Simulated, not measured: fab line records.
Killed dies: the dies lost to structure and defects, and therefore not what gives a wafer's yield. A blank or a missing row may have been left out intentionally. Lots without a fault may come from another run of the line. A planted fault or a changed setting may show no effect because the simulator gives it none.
Comparing a struck lot with a sound one | flow sky130 | 16 steps out of a route of 708
Sound: these wafers, L335.1, L335.2, L335.3. Wafers struck: L324.3, L324.4, L324.5. The cause is named last.
At each step with rows: each side's tool, then ch and its chambers, then its first start. Under that, the readings that differ: sound wafers | struck wafers | difference of the means | sigmas: that difference in standard deviations of wafers without a fault.
alike: a reading whose means differ by less than 2 such deviations, as well as words and numbers matching on both sides. not compared: withheld readings; readings where some wafer has no value; bounds like >300 that might hide an equal value; numbers whose values overlap and for which the record gives no deviation.
A row with sigmas, a row that says differs or no value, or rows on one side alone: a step with any of these is where the two part. Numbers that don't overlap but have no deviation are shown without sigmas and don't part them. A reading that every wafer of one side lacks parts them only if that side has two wafers or more.

first, 5 steps without rows for these wafers: SKY_SONOS_TUNNEL_COAT_02 (resist thk 1140 nm); SKY_SONOS_TUNNEL_SOFTBAKE_03 (time 60 s); SKY_SONOS_TUNNEL_EXPOSE_04 (exposes mask TUNM, target cd 410 nm); SKY_SONOS_TUNNEL_PEB_05; SKY_SONOS_TUNNEL_DEVELOP_06 (develop time 60 s).
SKY_SONOS_TUNNEL_CD_MEAS_07 targets a cd of 410 nm.
  sound on cd sem-02, day 16 18:32; struck on cd sem-01, day 13 05:37
  alike: cd nm
SKY_SONOS_TUNNEL_OVL_MEAS_08:
  sound on overlay-02, day 16 18:40; struck on overlay-01, day 13 05:42
  reading               | sound          | struck        | difference | sigmas
  SONOS_TUNNEL_OVL (nm) | -3.6 -1.8 -3.0 | -0.4 -0.8 1.5 | +2.9       | +2
then, 3 steps without rows for these wafers: SKY_SONOS_TUNNEL_IMPLANT_09; SKY_SONOS_TUNNEL_WET_ETCH_10 (etches SiO2 in dHF, target depth 14 nm, time 280 s); SKY_SONOS_TUNNEL_STRIP_11 (strips in SPM, time 600 s).
SKY_SONOS_TUNNEL_TW_MEAS_12:
  sound on film metro-01, day 16 19:07; struck on film metro-03, day 13 06:09
  alike: SONOS_TUNNEL_TW
then, 1 step without rows for these wafers: SKY_SONOS_TUNNEL_CLEAN_13 (cleans in dHF, time 20 s).
SKY_SONOS_ONO_OXIDATION_00: stabilise 600 s, purge 300 s, target thk 2.6 nm.
  sound on furnace-01 ch 0, day 17 02:05; struck on furnace-02 ch 0, day 13 07:50
  reading                                          | sound             | struck           | difference | sigmas
  model.SiO2_of_SONOS_ONO_OXIDATION_00.thk nm (nm) | 2.544 2.552 2.555 | 2.922 2.92 2.927 | +0.373     |
  alike: ramp up c per min, zone power bottom pct, zone power lower pct
SKY_SONOS_ONO_THK_MEAS_01:
  sound on film metro-03, day 17 03:26; struck on film metro-01, day 13 09:13
  reading                      | sound          | struck         | difference | sigmas
  SONOS_ONO_OXIDATION_THK (nm) | 2.59 2.53 2.54 | 2.90 2.97 2.88 | +0.36      | +6
then, 1 step without rows for these wafers: SKY_SONOS_ONO_CVD_02 (deposits Si3N4 from DCS/NH3, target thk 10.5 nm, time 180 s).
-- the record jumps here: 34 days lie between the struck wafers' starts before and after (it left off in module SONOS_ONO and takes up again in module PAD_OPEN, whose first step shown is number 708 of the route) --
SKY_PAD_OPEN_PROBE_99:
  sound on prober-02, day 49 23:08; struck on prober-02, day 47 12:05
  reading                               | sound                  | struck                  | difference | sigmas
  model.etest.sonos erased.drive ua um  | 177.8 176.6 180.5      | 150 151.3 148.6         | -28        |
  model.etest.cap ono.gate log10 a cm2  | -8.058 -7.939 -8.08    | -8.461 -8.455 -8.444    | -0.428     |
  model.etest.sonos erased.vt v (V)     | -2.254 -2.247 -2.227   | -1.917 -1.9 -1.888      | +0.341     |
  model.etest.cap ono.tox acc nm (nm)   | 12.96 12.95 13         | 13.29 13.32 13.31       | +0.34      |
  model.etest.sonos programmed.vt v (V) | 1.42 1.404 1.39        | 1.338 1.296 1.272       | -0.103     |
  model.etest.sonos baked.vt less v (V) | -0.4808 -0.501 -0.5482 | -0.4114 -0.3735 -0.3499 | +0.1317    |
  alike: killed_at_M0_to_M3, killed_at_M4_up, killed at contacts, killed at front end, killed at other, killed dies, killed open, killed short

== WHERE THEY PART ==
First at SKY_SONOS_TUNNEL_OVL_MEAS_08; last, within this record, at SKY_SONOS_ONO_THK_MEAS_01. Later steps at which nothing parts them and some readings are alike: SKY_PAD_OPEN_PROBE_99.

WHY: what the simulator had put in
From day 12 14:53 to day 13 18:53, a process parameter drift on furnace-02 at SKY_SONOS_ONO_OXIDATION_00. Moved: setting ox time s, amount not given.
